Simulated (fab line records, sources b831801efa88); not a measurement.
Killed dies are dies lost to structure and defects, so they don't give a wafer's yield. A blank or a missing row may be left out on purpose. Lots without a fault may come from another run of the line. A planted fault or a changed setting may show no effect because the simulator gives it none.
A struck lot beside a sound one | flow sky130 | 18 steps out of a route of 708
Sound: wafers L393.1, L393.5, L393.6. Struck: wafers L409.3, L409.4, L409.5. The cause comes at the end.
At each step with rows: each side's tool, then ch and its chambers, then its first start. Under that, the readings that differ: sound wafers | struck wafers | difference of the means | sigmas: that difference in standard deviations of wafers without a fault.
alike: readings whose means differ by less than 2 such deviations, and words and numbers that are the same on both sides. not compared: withheld readings, readings that some wafer has no value for, bounds like >300 that may hide the same value, and numbers for which the record gives no deviation and whose values overlap.
The two part at a step that has a row with sigmas, a row that says differs or no value, or rows on one side only. Numbers that don't overlap but have no deviation are shown without sigmas and don't part them. A reading that every wafer of one side lacks parts them only if that side has two wafers or more.

first, 3 steps without rows for these wafers: SKY_POLY_CUT_EXPOSE_05 (exposes mask NPCM, target cd 270 nm); SKY_POLY_CUT_PEB_06; SKY_POLY_CUT_DEVELOP_07 (develop time 60 s).
SKY_POLY_CUT_CD_MEAS_08: target cd 270 nm.
  sound on cd_sem-01, day 24 09:28; struck on cd_sem-02, day 29 23:20
  alike: cd_nm
SKY_POLY_CUT_OVL_MEAS_09:
  sound on overlay-02, day 24 09:35; struck on overlay-02, day 29 23:25
  alike: POLY_CUT_OVL
SKY_POLY_CUT_ETCH_10: etches BARC in N2/H2, stops on SiO2, time 45.9 s, target depth 60 nm.
  sound on rie_diel-03 ch 0,3, day 24 09:38; struck on rie_diel-02 ch 1,2,3, day 29 23:27
  alike: drypump_motor_current_A, h2_flow_sccm, oes_product_au, rf_fwd_power_W, throttle_valve_pct
  not compared: rf_hours_counter_h
SKY_POLY_CUT_ETCH_11: etches Si3N4 in CF4/CH2F2/Ar, stops on poly-Si, time 42.5 s, target depth 60 nm.
  sound on rie_diel-03 ch 0,3, day 24 09:40; struck on rie_diel-02 ch 1,2,3, day 29 23:29
  alike: cf4_flow_sccm, ch2f2_flow_sccm, drypump_motor_current_A, oes_product_au, rf_fwd_power_W, throttle_valve_pct
  not compared: rf_hours_counter_h
SKY_POLY_CUT_STRIP_12: strips in O2/N2.
  sound on plasma_asher-03 ch 0,1, day 24 09:43; struck on plasma_asher-01 ch 0,1, day 29 23:34
  alike: drypump_motor_current_A, o2_flow_sccm, oes_product_au, strip_time_to_endpoint_s
  not compared: rf_hours_counter_h
then, 4 steps without rows for these wafers: SKY_SD_P_DEHYDRATE_00 (time 60 s); SKY_SD_P_HMDS_01 (prime time 60 s); SKY_SD_P_COAT_02 (resist thk 1140 nm); SKY_SD_P_SOFTBAKE_03 (time 60 s).
SKY_SD_P_EXPOSE_04: exposes mask PSDM, target cd 380 nm.
  sound on iline_stepper-02 ch 0, day 25 01:07; struck on iline_stepper-02 ch 0, day 30 12:05
  reading                      | sound                   | struck            | difference | sigmas
  model.SD_P.overlay_x_nm (nm) | -0.4115 -0.4115 -0.4115 | 56.88 56.88 56.88 | +57.29     |
  alike: mask
then, 2 steps without rows for these wafers: SKY_SD_P_PEB_05; SKY_SD_P_DEVELOP_06 (develop time 60 s).
SKY_SD_P_CD_MEAS_07: target cd 380 nm.
  sound on cd_sem-02, day 25 15:44; struck on cd_sem-02, day 31 00:58
  reading    | sound             | struck            | difference | sigmas
  cd_nm (nm) | 382.5 380.4 383.3 | 379.7 375.6 376.5 | -4.8       | -2
SKY_SD_P_OVL_MEAS_08:
  sound on overlay-01, day 25 15:52; struck on overlay-01, day 31 01:15
  reading       | sound         | struck         | difference | sigmas
  SD_P_OVL (nm) | 0.1 -1.1 -1.8 | 56.2 56.3 57.2 | +57.5      | +36
  not compared: hold
then, 1 step without rows for these wafers: SKY_PAD_OPEN_PROBE_99.

WHERE THEY PART
First at SKY_SD_P_CD_MEAS_07; last, within this record, at SKY_SD_P_OVL_MEAS_08.

WHY: what the simulator had put in
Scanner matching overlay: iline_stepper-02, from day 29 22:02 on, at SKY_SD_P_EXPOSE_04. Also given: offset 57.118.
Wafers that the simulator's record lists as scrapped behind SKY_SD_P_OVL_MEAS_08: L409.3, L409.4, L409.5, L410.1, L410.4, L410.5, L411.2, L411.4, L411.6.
